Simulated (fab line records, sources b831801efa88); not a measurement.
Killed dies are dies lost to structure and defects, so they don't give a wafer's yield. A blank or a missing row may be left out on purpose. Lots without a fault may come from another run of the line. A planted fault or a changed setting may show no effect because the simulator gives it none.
Which tool did it? | flow gf180mcu | 13 lots, 39 wafers sampled, at 2 steps of a route of 602

WHAT THE GAUGES READ, wafer by wafer
GF_HV_LDD_THK_MEAS_55.
lot  | measured     | on            | HV_LDD_CVD_54_THK (nm)
L652 | day 12 03:49 | film_metro-03 | 9.89 9.90 9.87
L653 | day 12 12:20 | film_metro-04 | 10.02 10.17 9.93
L654 | day 13 19:47 | film_metro-03 | 10.10 10.25 10.17
L655 | day 14 00:07 | film_metro-03 | 9.89 9.93 9.96
L657 | day 14 03:07 | film_metro-04 | 9.82 9.80 9.63
L658 | day 14 10:08 | film_metro-04 | 10.13 10.27
L665 | day 16 23:20 | film_metro-03 | 9.94 10.00 10.14
L667 | day 17 16:50 | film_metro-04 | 9.80 9.73 9.79
L668 | day 18 03:46 | film_metro-03 | 9.78 9.67 9.79
L671 | day 18 22:36 | film_metro-03 | 9.87 9.88 9.93
L673 | day 19 13:52 | film_metro-03 | 9.90 9.94 9.87
L674 | day 19 21:49 | film_metro-01 | 10.08 9.90 10.01
L675 | day 20 06:42 | film_metro-04 | 9.90 10.03 9.88

WHICH TOOL RAN EACH LOT (tool, then ch and the chambers of the sampled wafers, then the start)
lot  | GF_POLY_GATE_ETCH_13
L652 | rie_si-02 ch 0,2,3, day 8 23:17
L653 | rie_si-01 ch 0,1, day 9 04:55
L654 | rie_si-02 ch 0,3, day 10 09:04
L655 | rie_si-02 ch 0,2,3, day 10 12:19
L657 | rie_si-01 ch 2,3, day 10 14:47
L658 | rie_si-01 ch 0,1,2, day 10 21:55
L665 | rie_si-02 ch 0,1,2, day 13 04:52
L667 | rie_si-02 ch 0,1,3, day 13 22:49
L668 | rie_si-01 ch 0,1,2, day 14 08:17
L671 | rie_si-01 ch 0,3, day 15 02:19
L673 | rie_si-02 ch 0,2,3, day 15 16:20
L674 | rie_si-02 ch 0,3, day 15 22:39
L675 | rie_si-02 ch 0,2,3, day 16 04:10
- GF_POLY_GATE_ETCH_13: etches poly-Si in HBr/Cl2, stops on SiO2, target depth 198.5 nm, time 69.6 s.

WHAT THE TOOLS THEMSELVES READ (means of the sampled wafers that have a number; where no wafer has one, the mark that the record gives instead)
GF_POLY_GATE_ETCH_13.
lot  | tool      | chamber_pressure_mTorr (mTorr) | drypump_motor_current_A (A) | oes_product_au (a.u.) | run_length_s (s) | throttle_valve_pct (%)
L652 | rie_si-02 | 9.996                          | 5.4                         | 0.980                 | 97.7             | 33.675
L653 | rie_si-01 | 10.000                         | 5.2                         | 0.981                 | 98.2             | 33.682
L654 | rie_si-02 | 10.003                         | 5.0                         | 0.971                 | 97.4             | 33.676
L655 | rie_si-02 | 9.993                          | 5.4                         | 0.982                 | 97.6             | 33.677
L657 | rie_si-01 | 9.998                          | 5.8                         | 0.977                 | 98.1             | 33.679
L658 | rie_si-01 | 9.994                          | 5.1                         | 0.970                 | 91.2             | 33.692
L665 | rie_si-02 | 10.002                         | 5.6                         | 0.976                 | 97.4             | 33.698
L667 | rie_si-02 | 10.003                         | 5.4                         | 0.986                 | 97.4             | 33.678
L668 | rie_si-01 | 10.001                         | 5.2                         | 0.986                 | 98.1             | 33.696
L671 | rie_si-01 | 9.995                          | 5.5                         | 0.988                 | 98.3             | 33.688
L673 | rie_si-02 | 9.997                          | 5.4                         | 0.980                 | 97.5             | 33.685
L674 | rie_si-02 | 10.002                         | 5.2                         | 0.981                 | 97.5             | 33.666
L675 | rie_si-02 | 10.002                         | 5.4                         | 0.978                 | 97.6             | 33.691

THE ANSWER, worked out from the rows above alone
Rule: what is usual is taken from the lots themselves. Put in order of their means at a reading, lots are off if they are a third of the lots or fewer, leave a main group of 4 or more, and stand apart from it by a gap of 3 or more times the standard deviation of the main group's means; of several such gaps the widest counts. A main group whose means are all the same, to the digits that the tables above print for the reading, isn't used. A lot without any number at a reading at which 4 lots or more have one is off too. The other lots that the step has rows for count as sound. The gauges are gone through in route order, then the tools' own readings, and for those a lot's mean is taken as printed above. The first step at which some lot is off is used, and at that step the reading that is off furthest; a lot without a number counts as furthest.
Off: L658, at GF_POLY_GATE_ETCH_13 (run_length_s). The main group: mean 97.7 s, standard deviation 0.33.
A tool fits if, at that step or a process step before it, it ran every lot that is off, and no sound lot after the first of them. None of those tried fits.

WHAT THE SIMULATOR HAD PUT IN
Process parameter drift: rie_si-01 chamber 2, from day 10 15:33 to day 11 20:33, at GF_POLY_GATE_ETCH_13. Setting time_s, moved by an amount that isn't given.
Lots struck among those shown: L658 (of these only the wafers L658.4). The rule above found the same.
